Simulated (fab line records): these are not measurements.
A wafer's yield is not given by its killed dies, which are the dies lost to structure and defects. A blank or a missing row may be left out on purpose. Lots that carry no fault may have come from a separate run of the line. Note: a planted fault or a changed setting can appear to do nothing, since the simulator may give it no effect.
Which tool was responsible? | flow sky130 | Sampling: 14 lots, 41 wafers, 4 of 708 route steps

== WHAT THE GAUGES READ, wafer by wafer ==
SKY_SD_P_OVL_MEAS_08.
lot  | measured     | on         | SD_P_OVL (nm)
L909 | day 25 08:12 | overlay-02 | 1.2 0.7 -0.4
L912 | day 26 21:56 | overlay-01 | -0.7 -0.2 0.3
L913 | day 26 23:10 | overlay-02 | 1.6 0.7 -0.8
L914 | day 27 06:10 | overlay-01 | 2.6 1.6 -0.2
L915 | day 27 15:03 | overlay-02 | 2.4 3.2 0.5
L916 | day 27 22:15 | overlay-02 | 0.8 2.0 1.5
L917 | day 28 14:32 | overlay-02 | 2.8 2.5 2.5
L920 | day 29 19:10 | overlay-01 | -1.4 -0.7
L927 | day 31 14:31 | overlay-01 | -0.5 0.5 0.7
L928 | day 31 16:15 | overlay-02 | -0.6 -0.3 -1.0
L929 | day 31 21:31 | overlay-02 | 1.6 1.8 3.6
L930 | day 32 09:03 | overlay-01 | 1.1 1.4 0.7
L932 | day 32 21:02 | overlay-01 | 0.4 -1.2 -0.6

== WHICH TOOL RAN EACH LOT (tool, then ch and the chambers of the sampled wafers, then the start) ==
lot  | SKY_FIELD_ISO_ETCH_14             | SKY_FIELD_ISO_ETCH_15             | SKY_FIELD_ISO_STRIP_16
L909 | rie-diel-01 ch 0,1,3, day 2 07:45 | rie-diel-01 ch 0,1,3, day 2 07:47 | plasma-asher-01 ch 1, day 2 07:51
L912 | rie-diel-01 ch 2,3, day 3 00:45   | rie-diel-01 ch 2,3, day 3 00:47   | plasma-asher-01 ch 0,1, day 3 00:51
L913 | rie-diel-03 ch 1,2, day 3 01:06   | rie-diel-03 ch 1,2, day 3 01:08   | plasma-asher-03 ch 0,1, day 3 01:12
L914 | rie-diel-04 ch 0,1,3, day 3 06:39 | rie-diel-04 ch 0,1,3, day 3 06:41 | plasma-asher-04 ch 0,1, day 3 06:47
L915 | rie-diel-04 ch 1,2,3, day 3 11:11 | rie-diel-04 ch 1,2,3, day 3 11:14 | plasma-asher-04 ch 0,1, day 3 11:17
L916 | rie-diel-04 ch 2,3, day 3 16:02   | rie-diel-04 ch 2,3, day 3 16:05   | plasma-asher-01 ch 0,1, day 3 16:08
L917 | rie-diel-03 ch 1,2,3, day 3 23:30 | rie-diel-03 ch 1,2,3, day 3 23:32 | plasma-asher-04 ch 0,1, day 3 23:36
L920 | rie-diel-04 ch 0,1,2, day 4 16:56 | rie-diel-04 ch 0,1,2, day 4 16:59 | plasma-asher-04 ch 0,1, day 4 17:02
L923 | rie-diel-04 ch 1,2, day 5 07:21   | rie-diel-04 ch 1,2, day 5 07:23   | plasma-asher-03 ch 0,1, day 5 07:27
L927 | rie-diel-01 ch 0,2,3, day 6 01:22 | rie-diel-01 ch 0,2,3, day 6 01:24 | plasma-asher-03 ch 0,1, day 6 01:28
L928 | rie-diel-03 ch 0,1, day 6 06:51   | rie-diel-03 ch 0,1, day 6 06:53   | plasma-asher-01 ch 0,1, day 6 06:57
L929 | rie-diel-01 ch 0,3, day 6 13:20   | rie-diel-01 ch 0,3, day 6 13:22   | plasma-asher-04 ch 0,1, day 6 13:26
L930 | rie-diel-03 ch 0,3, day 6 17:46   | rie-diel-03 ch 0,3, day 6 17:48   | plasma-asher-03 ch 0,1, day 6 17:52
L932 | rie-diel-03 ch 0,2, day 7 04:28   | rie-diel-03 ch 0,2, day 7 04:30   | plasma-asher-03 ch 1, day 7 04:34
- SKY_FIELD_ISO_ETCH_14: etches BARC in N2/H2, stops on SiO2, time 45.9 s, target depth 60 nm.
- SKY_FIELD_ISO_ETCH_15: etches the open film in CHF3/O2, stops on Si, target depth 180 nm, time 72 s.
- SKY_FIELD_ISO_STRIP_16: strips in O2/N2.

== AS READ BY THE TOOLS THEMSELVES (means over the sampled wafers that have a number; for cases with no such wafer, the mark the record gives instead) ==
SKY_FIELD_ISO_ETCH_14.
lot  | tool        | drypump-motor-current-A (A) | oes-product-au (a.u.) | run-length-s (s) | throttle-valve-pct (%)
L909 | rie-diel-01 | 5.4                         | 0.853                 | 73.8             | 13.228
L912 | rie-diel-01 | 6.1                         | 0.860                 | 74.0             | 13.225
L913 | rie-diel-03 | 5.7                         | 0.852                 | 73.9             | 13.217
L914 | rie-diel-04 | 5.5                         | 0.855                 | 74.2             | 13.226
L915 | rie-diel-04 | 5.8                         | 0.860                 | 74.0             | 13.232
L916 | rie-diel-04 | 6.0                         | 0.853                 | 73.6             | 13.235
L917 | rie-diel-03 | 5.7                         | 0.853                 | 74.1             | 13.227
L920 | rie-diel-04 | 5.3                         | 0.893                 | 64.7             | 13.237
L923 | rie-diel-04 | 5.5                         | 0.997                 | 46.3             | 13.238
L927 | rie-diel-01 | 5.7                         | 0.852                 | 74.0             | 13.217
L928 | rie-diel-03 | 5.7                         | 0.854                 | 74.4             | 13.221
L929 | rie-diel-01 | 5.6                         | 0.853                 | 73.7             | 13.219
L930 | rie-diel-03 | 5.5                         | 0.854                 | 74.3             | 13.226
L932 | rie-diel-03 | 5.5                         | 0.856                 | 74.0             | 13.219

SKY_FIELD_ISO_ETCH_15.
lot  | tool        | drypump-motor-current-A (A) | oes-product-au (a.u.) | run-length-s (s) | throttle-valve-pct (%)
L909 | rie-diel-01 | 5.4                         | 0.949                 | 99.8             | 8.852
L912 | rie-diel-01 | 6.1                         | 0.953                 | 100.2            | 8.845
L913 | rie-diel-03 | 5.7                         | 0.942                 | 100.3            | 8.842
L914 | rie-diel-04 | 5.5                         | 0.947                 | 100.1            | 8.848
L915 | rie-diel-04 | 5.7                         | 0.945                 | 100.0            | 8.841
L916 | rie-diel-04 | 6.0                         | 0.945                 | 99.9             | 8.837
L917 | rie-diel-03 | 5.7                         | 0.940                 | 100.3            | 8.835
L920 | rie-diel-04 | 5.2                         | 0.761                 | 100.3            | 8.786
L923 | rie-diel-04 | 5.5                         | 0.373                 | 100.0            | 8.674
L927 | rie-diel-01 | 5.7                         | 0.945                 | 100.6            | 8.852
L928 | rie-diel-03 | 5.7                         | 0.957                 | 100.4            | 8.845
L929 | rie-diel-01 | 5.5                         | 0.950                 | 100.1            | 8.845
L930 | rie-diel-03 | 5.4                         | 0.955                 | 100.1            | 8.848
L932 | rie-diel-03 | 5.4                         | 0.948                 | 100.0            | 8.840

SKY_FIELD_ISO_STRIP_16.
lot  | tool            | drypump-motor-current-A (A) | oes-product-au (a.u.) | strip-time-to-endpoint-s (s)
L909 | plasma-asher-01 | 6.0                         | 0.375                 | 3.553
L912 | plasma-asher-01 | 5.7                         | 0.375                 | 3.540
L913 | plasma-asher-03 | 6.2                         | 0.375                 | 3.551
L914 | plasma-asher-04 | 5.6                         | 0.378                 | 3.546
L915 | plasma-asher-04 | 5.6                         | 0.377                 | 3.558
L916 | plasma-asher-01 | 5.8                         | 0.379                 | 3.538
L917 | plasma-asher-04 | 5.6                         | 0.376                 | 3.530
L920 | plasma-asher-04 | 5.6                         | 0.386                 | 3.681
L923 | plasma-asher-03 | 6.0                         | 0.391                 | 3.827
L927 | plasma-asher-03 | 5.8                         | 0.380                 | 3.500
L928 | plasma-asher-01 | 5.7                         | 0.373                 | 3.529
L929 | plasma-asher-04 | 5.6                         | 0.380                 | 3.539
L930 | plasma-asher-03 | 6.2                         | 0.378                 | 3.541
L932 | plasma-asher-03 | 6.6                         | 0.378                 | 3.533

== THE ANSWER, worked out from the rows above alone ==
Rule: what is usual is taken from the lots themselves. Put in order of their means at a reading, lots are off if they are a third of the lots or fewer, leave a main group of 4 or more, and stand apart from it by a gap of 3 or more times the standard deviation of the main group's means; of several such gaps the widest counts. A main group is skipped when, at the precision printed for the reading in the tables above, its means are all equal. Also off: a lot with no number at a reading for which 4 or more lots have one. All remaining lots with rows at the step are treated as sound. Order of review: gauges by route order, followed by the tools' own readings, for which a lot's mean as printed above is used. The first step at which some lot is off is used, and at that step the reading that is off furthest; a lot without a number counts as furthest.
Off: L920, L923 (SKY_FIELD_ISO_ETCH_14, run-length-s). The main group: mean 74.0 s, standard deviation 0.22.
A tool fits if, at that step or a process step before it, it ran every lot that is off, and no sound lot after the first of them. One fits: SKY_FIELD_ISO_ETCH_14 on rie-diel-04. Its last sound lot is L916 (day 3 16:02), its first lot that is off L920 (day 4 16:56): a fault that began between those two fits.
The tool's own readings at SKY_FIELD_ISO_ETCH_14 bear it out: on the lots that are off they differ by more than 5 times the standard deviation of the sound lots' means. oes-product-au reads 0.945 a.u. there against 0.855 a.u. on the sound lots; run-length-s reads 55.5 s there against 74.0 s on the sound lots.

== WHAT HAD BEEN PUT IN BY THE SIMULATOR ==
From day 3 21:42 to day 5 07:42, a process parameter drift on rie-diel-04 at SKY_FIELD_ISO_ETCH_14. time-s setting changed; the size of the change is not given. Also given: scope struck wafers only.
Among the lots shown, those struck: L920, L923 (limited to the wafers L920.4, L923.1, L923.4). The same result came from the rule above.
